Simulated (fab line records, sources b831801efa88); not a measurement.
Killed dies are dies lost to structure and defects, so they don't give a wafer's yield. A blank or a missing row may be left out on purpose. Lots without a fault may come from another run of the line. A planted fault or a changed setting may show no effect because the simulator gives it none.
Which tool did it? | flow sky130 | 12 lots, 36 wafers sampled, at 5 steps of a route of 708

WHAT THE GAUGES READ, wafer by wafer
The record holds no reading of a measuring or inspecting step that can be judged against a usual standard deviation.

WHICH TOOL RAN EACH LOT (tool, then ch and the chambers of the sampled wafers, then the start)
lot  | SKY_RES_XHIGH_STRIP_08               | SKY_METAL3_ETCH_16                | SKY_VIA3_CMP_02               | SKY_PASSIVATION_STRIP_12             | SKY_PAD_OPEN_PROBE_99
L492 | plasma_asher-03 ch 0,1, day 26 17:56 | rie_metal-02 ch 0,1, day 38 16:04 | cmp-02 ch 0,2,3, day 38 17:11 | plasma_asher-03 ch 0,1, day 44 23:53 | -
L494 | plasma_asher-02 ch 0,1, day 27 14:38 | rie_metal-02 ch 0,1, day 39 09:37 | cmp-02 ch 0,1,2, day 39 10:54 | plasma_asher-04 ch 0,1, day 45 15:17 | -
L495 | plasma_asher-03 ch 0,1, day 27 21:41 | rie_metal-03 ch 0,1, day 39 17:49 | cmp-02 ch 1,3, day 39 18:58   | plasma_asher-03 ch 0,1, day 45 20:20 | -
L496 | plasma_asher-02 ch 0,1, day 28 11:04 | rie_metal-02 ch 0,1, day 40 03:35 | cmp-01 ch 0,1,3, day 40 05:00 | plasma_asher-04 ch 0,1, day 46 08:43 | -
L497 | plasma_asher-03 ch 0,1, day 28 17:20 | rie_metal-03 ch 0,1, day 40 15:01 | cmp-01 ch 1,2, day 40 16:23   | plasma_asher-04 ch 0, day 46 16:17   | prober-01, day 47 15:21
L498 | plasma_asher-04 ch 0,1, day 29 01:08 | rie_metal-02 ch 0,1, day 40 15:58 | cmp-01 ch 0,2,3, day 40 17:17 | plasma_asher-02 ch 0,1, day 46 18:32 | -
L499 | plasma_asher-04 ch 0,1, day 29 03:35 | rie_metal-01 ch 1, day 40 16:59   | cmp-02 ch 0,2,3, day 40 18:17 | plasma_asher-03 ch 0,1, day 46 17:32 | -
L501 | plasma_asher-03 ch 0,1, day 30 12:56 | rie_metal-01 ch 0,1, day 41 23:16 | cmp-01 ch 0,1,2, day 42 00:23 | plasma_asher-02 ch 0,1, day 47 17:17 | -
L505 | plasma_asher-03 ch 0,1, day 31 21:11 | rie_metal-01 ch 0,1, day 43 05:01 | cmp-01 ch 0,1,3, day 43 06:13 | plasma_asher-04 ch 0,1, day 48 18:26 | prober-01, day 49 14:22
L506 | plasma_asher-03 ch 0,1, day 31 22:41 | rie_metal-02 ch 0,1, day 43 05:52 | cmp-01 ch 0,2,3, day 43 07:02 | plasma_asher-04 ch 0,1, day 48 19:21 | prober-02, day 49 15:27
L507 | plasma_asher-03 ch 0,1, day 32 10:32 | rie_metal-03 ch 0,1, day 43 15:31 | cmp-02 ch 0,3, day 43 16:46   | plasma_asher-03 ch 0,1, day 49 03:39 | prober-01, day 49 23:16
L513 | plasma_asher-04 ch 1, day 33 23:26   | rie_metal-01 ch 0, day 45 00:16   | cmp-02 ch 0,1, day 45 01:42   | plasma_asher-02 ch 0,1, day 50 05:17 | prober-01, day 50 23:56
- SKY_RES_XHIGH_STRIP_08: strips in O2/N2.
- SKY_METAL3_ETCH_16: etches BARC in N2/H2, stops on SiO2, time 88.2 s, target depth 60 nm.
- SKY_VIA3_CMP_02: polishes SiO2.
- SKY_PASSIVATION_STRIP_12: strips in O2/N2.
- SKY_PAD_OPEN_PROBE_99

WHAT THE TOOLS THEMSELVES READ (means of the sampled wafers that have a number; where no wafer has one, the mark that the record gives instead)
SKY_RES_XHIGH_STRIP_08. Usual: drypump_motor_current_A 5.7 A, standard deviation 0.35; n2_flow_sccm 300.0 sccm, standard deviation 0.78; oes_product_au 0.711 a.u., standard deviation 0.0048; strip_time_to_endpoint_s 14.29 s, standard deviation 0.047.
lot  | tool            | drypump_motor_current_A (A) | n2_flow_sccm (sccm) | oes_product_au (a.u.) | strip_time_to_endpoint_s (s) | flag
L492 | plasma_asher-03 | 5.8                         | 300.7               | 0.706                 | 14.22                        |
L494 | plasma_asher-02 | 5.4                         | 300.6               | 0.709                 | 14.34                        |
L495 | plasma_asher-03 | 6.0                         | 300.5               | 0.711                 | 14.30                        |
L496 | plasma_asher-02 | 5.4                         | 299.7               | 0.708                 | 14.32                        |
L497 | plasma_asher-03 | 6.0                         | 300.0               | 0.715                 | 14.29                        |
L498 | plasma_asher-04 | 5.3                         | 300.2               | 0.711                 | 14.27                        |
L499 | plasma_asher-04 | 5.3                         | 300.4               | 0.712                 | 14.27                        |
L501 | plasma_asher-03 | 6.0                         | 300.6               | 0.709                 | 14.26                        |
L505 | plasma_asher-03 | 6.0                         | 299.2               | 0.712                 | 14.32                        |
L506 | plasma_asher-03 | 5.8                         | 300.7               | 0.711                 | 14.25                        |
L507 | plasma_asher-03 | 5.8                         | 300.4               | 0.711                 | 14.27                        |
L513 | plasma_asher-04 | 5.6                         | 299.6               | 0.713                 | 14.32                        |

SKY_METAL3_ETCH_16. Usual: drypump_motor_current_A 5.5 A, standard deviation 0.39; n2_flow_sccm 99.94 sccm, standard deviation 0.3; oes_product_au 0.625 a.u., standard deviation 0.0041; throttle_valve_pct 13.204 %, standard deviation 0.0099.
lot  | tool         | drypump_motor_current_A (A) | n2_flow_sccm (sccm) | oes_product_au (a.u.) | throttle_valve_pct (%) | flag
L492 | rie_metal-02 | 5.6                         | 99.47               | 0.632                 | 13.200                 |
L494 | rie_metal-02 | 5.6                         | 99.78               | 0.624                 | 13.198                 |
L495 | rie_metal-03 | 5.4                         | 100.05              | 0.624                 | 13.216                 |
L496 | rie_metal-02 | 5.6                         | 100.23              | 0.629                 | 13.210                 |
L497 | rie_metal-03 | 5.4                         | 99.50               | 0.625                 | 13.210                 |
L498 | rie_metal-02 | 5.9                         | 100.34              | 0.624                 | 13.200                 |
L499 | rie_metal-01 | 5.1                         | 99.93               | 0.625                 | 13.193                 |
L501 | rie_metal-01 | 5.1                         | 99.97               | 0.625                 | 13.198                 |
L505 | rie_metal-01 | 5.1                         | 100.13              | 0.624                 | 13.193                 |
L506 | rie_metal-02 | 5.6                         | 99.46               | 0.629                 | 13.194                 |
L507 | rie_metal-03 | 5.4                         | 100.05              | 0.626                 | 13.207                 |
L513 | rie_metal-01 | 5.2                         | 100.01              | 0.622                 | 13.203                 |

SKY_VIA3_CMP_02. Usual: motor_current_A 12.5 A, standard deviation 1.2; platen_rpm 60.00 rpm, standard deviation 0.045.
lot  | tool   | motor_current_A (A) | platen_rpm (rpm) | flag
L492 | cmp-02 | 12.5                | 59.97            |
L494 | cmp-02 | 12.9                | 60.00            |
L495 | cmp-02 | 13.9                | 59.97            |
L496 | cmp-01 | 12.1                | 60.01            |
L497 | cmp-01 | 11.4                | 60.03            |
L498 | cmp-01 | 12.3                | 60.00            |
L499 | cmp-02 | 12.3                | 60.01            |
L501 | cmp-01 | 11.5                | 59.98            |
L505 | cmp-01 | 12.1                | 60.04            |
L506 | cmp-01 | 12.2                | 60.02            |
L507 | cmp-02 | 11.8                | 60.03            |
L513 | cmp-02 | 12.0                | 59.96            |

SKY_PASSIVATION_STRIP_12. Usual: drypump_motor_current_A 5.6 A, standard deviation 0.36; n2_flow_sccm 300.1 sccm, standard deviation 0.93; oes_product_au 0.660 a.u., standard deviation 0.005; strip_time_to_endpoint_s 31.47 s, standard deviation 0.19.
lot  | tool            | drypump_motor_current_A (A) | n2_flow_sccm (sccm) | oes_product_au (a.u.) | strip_time_to_endpoint_s (s) | flag
L492 | plasma_asher-03 | 6.0                         | 300.5               | 0.665                 | 31.50                        |
L494 | plasma_asher-04 | 5.4                         | 299.7               | 0.655                 | 31.58                        |
L495 | plasma_asher-03 | 6.0                         | 300.8               | 0.660                 | 31.31                        |
L496 | plasma_asher-04 | 5.5                         | 300.3               | 0.664                 | 31.31                        |
L497 | plasma_asher-04 | 5.1                         | 300.5               | 0.664                 | 31.59                        |
L498 | plasma_asher-02 | 5.4                         | 299.5               | 0.662                 | 31.57                        |
L499 | plasma_asher-03 | 6.0                         | 300.3               | 0.661                 | 31.32                        |
L501 | plasma_asher-02 | 5.4                         | 300.2               | 0.661                 | 31.64                        |
L505 | plasma_asher-04 | 5.4                         | 299.5               | 0.666                 | 31.52                        |
L506 | plasma_asher-04 | 5.4                         | 300.1               | 0.658                 | 31.40                        |
L507 | plasma_asher-03 | 5.8                         | 300.3               | 0.660                 | 31.29                        |
L513 | plasma_asher-02 | 5.4                         | 300.3               | 0.656                 | 31.46                        |

SKY_PAD_OPEN_PROBE_99. Usual: killed_at_M0_to_M3 44, standard deviation 7.3; killed_at_M4_up 3.3, standard deviation 1.8; killed_at_contacts 24, standard deviation 5.3; killed_at_front_end 16, standard deviation 5; killed_at_other 0.2, standard deviation 0.51; killed_dies 87, standard deviation 10; killed_open 47, standard deviation 7.5; killed_short 40, standard deviation 6.3.
lot  | tool      | killed_at_M0_to_M3 | killed_at_M4_up | killed_at_contacts | killed_at_front_end | killed_at_other | killed_dies | killed_open | killed_short | flag
L497 | prober-01 | 37                 | 2.3             | 24                 | 19                  | 0.3             | 82          | 42          | 39           |
L505 | prober-01 | 49                 | 2.0             | 28                 | 22                  | 0.0             | 101         | 58          | 43           |
L506 | prober-02 | 45                 | 5.0             | 19                 | 19                  | 38.3            | 126         | 45          | 43           | OFF
L507 | prober-01 | 38                 | 3.7             | 18                 | 15                  | 38.0            | 114         | 40          | 36           | OFF
L513 | prober-01 | 47                 | 1.7             | 20                 | 12                  | 0.3             | 81          | 41          | 40           |

THE ANSWER, worked out from the rows above alone
Rule: a lot is off if the mean of its wafers that have a number lies more than 3 standard deviations from the usual mean. A lot without any number at a reading at which 4 lots or more have one is off too. The other lots that the step has rows for count as sound. The gauges are gone through in route order, then the tools' own readings, and for those a lot's mean is taken as printed above. The first step at which some lot is off is used, and at that step the reading that is off furthest; a lot without a number counts as furthest.
Off: L506, L507, at SKY_PAD_OPEN_PROBE_99 (killed_at_other). Neither off nor sound, because the step has no rows for them: L492, L494, L495, L496, L498, L499, L501.
A tool fits if, at that step or a process step before it, it ran every lot that is off, and no sound lot after the first of them. One fits: plasma_asher-03 at SKY_RES_XHIGH_STRIP_08. Its last sound lot is L505 (day 31 21:11), its first lot that is off L506 (day 31 22:41): a fault that began between those two fits.

WHAT THE SIMULATOR HAD PUT IN
Chamber particle source: plasma_asher-03, from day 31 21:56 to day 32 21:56, at SKY_RES_XHIGH_STRIP_08. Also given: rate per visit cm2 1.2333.
Lots struck among those shown: L506, L507. The rule above found the same.
